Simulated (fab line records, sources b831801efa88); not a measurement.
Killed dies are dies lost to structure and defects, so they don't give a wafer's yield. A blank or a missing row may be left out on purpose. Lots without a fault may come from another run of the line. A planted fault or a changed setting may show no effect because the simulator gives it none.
One fault seen from 2 desks | flow sky130 | each desk has only its own numbers; what lay behind them comes last

THE TOOL OWNER'S DESK: implanter-02
The tool's own readings at SKY_VT_ADJUST_LVTN_IMPLANT_19: means of the sampled wafers that have a number, for each lot that ran on this tool. A lot is out of limits, marked OUT, if its mean lies more than 4 standard deviations from the usual mean; the brackets give that distance.
Columns: A = faraday_current_uA at SKY_VT_ADJUST_LVTN_IMPLANT_19, usual 3.68
lot  | first seen here | A
L263 | day 8 11:28     | 3.68
L264 | day 8 13:31     | 3.67
L270 | day 9 19:23     | 3.65
L277 | day 11 20:49    | 3.67
L279 | day 12 07:04    | 3.70
This desk's finding: nothing out of limits on any of the 5 lots.

THE METROLOGY DESK
What the gauges read, lot by lot, whatever tool the lot ran on: means of the sampled wafers that have a number. A lot is out of limits, marked OUT, if its mean lies more than 4 standard deviations from the usual mean; the brackets give that distance.
Columns: A = INCOMING_BOW at SKY_FIELD_ISO_BOW_MEAS_00, usual 0 um; B = VT_ADJUST_LVTN_2_TW at SKY_VT_ADJUST_LVTN_TW_MEAS_21, usual 188.4; C = LDD_P_OVL at SKY_LDD_P_OVL_MEAS_08, usual 1.1 nm
lot  | first seen here | A  | B                | C
L263 | day 1 10:01     | 4  | 186.9            | 1.6
L264 | day 1 15:00     | -3 | 188.2            | 1.3
L265 | day 1 20:04     | 3  | 191.1            | 1.1
L266 | day 2 01:02     | -1 | 190.3            | 0.2
L267 | day 2 06:00     | 3  | 186.9            | 0.3
L268 | day 2 11:00     | -4 | 187.0            | 1.0
L270 | day 2 21:00     | -1 | 190.5            | 2.4
L271 | day 3 02:00     | 2  | 186.0            | -0.7
L277 | day 4 08:04     | -3 | 177.0 (-8.1) OUT | 1.8
L279 | day 4 18:00     | 2  | 178.6 (-7.0) OUT | 0.3
L282 | day 5 09:00     | 3  | 187.6            | -0.8
L283 | day 5 14:01     | -3 | 188.6            | -0.1
L286 | day 6 05:00     | 1  | 189.4            | -0.7
This desk's finding: out of limits on L277, L279; first on L277, day 11 21:01 (VT_ADJUST_LVTN_2_TW at SKY_VT_ADJUST_LVTN_TW_MEAS_21). In limits: L263, L264, L265, L266, L267, L268, L270, L271, L282, L283, L286.

PUT TOGETHER
The metrology desk could have raised an alarm at day 11 21:01, on L277, L279.
The tool owner's desk saw nothing out of limits.
The tool owner's desk has L277, L279 on record, within its limits.
Of the lots named, all ran SKY_VT_ADJUST_LVTN_IMPLANT_19 on implanter-02.

WHAT THE SIMULATOR HAD PUT IN
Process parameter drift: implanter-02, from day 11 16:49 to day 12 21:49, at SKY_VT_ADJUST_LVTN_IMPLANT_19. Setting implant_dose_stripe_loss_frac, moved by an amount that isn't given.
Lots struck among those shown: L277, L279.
Hours from the fault's start to each desk's first reading out of limits: the metrology desk, 4.
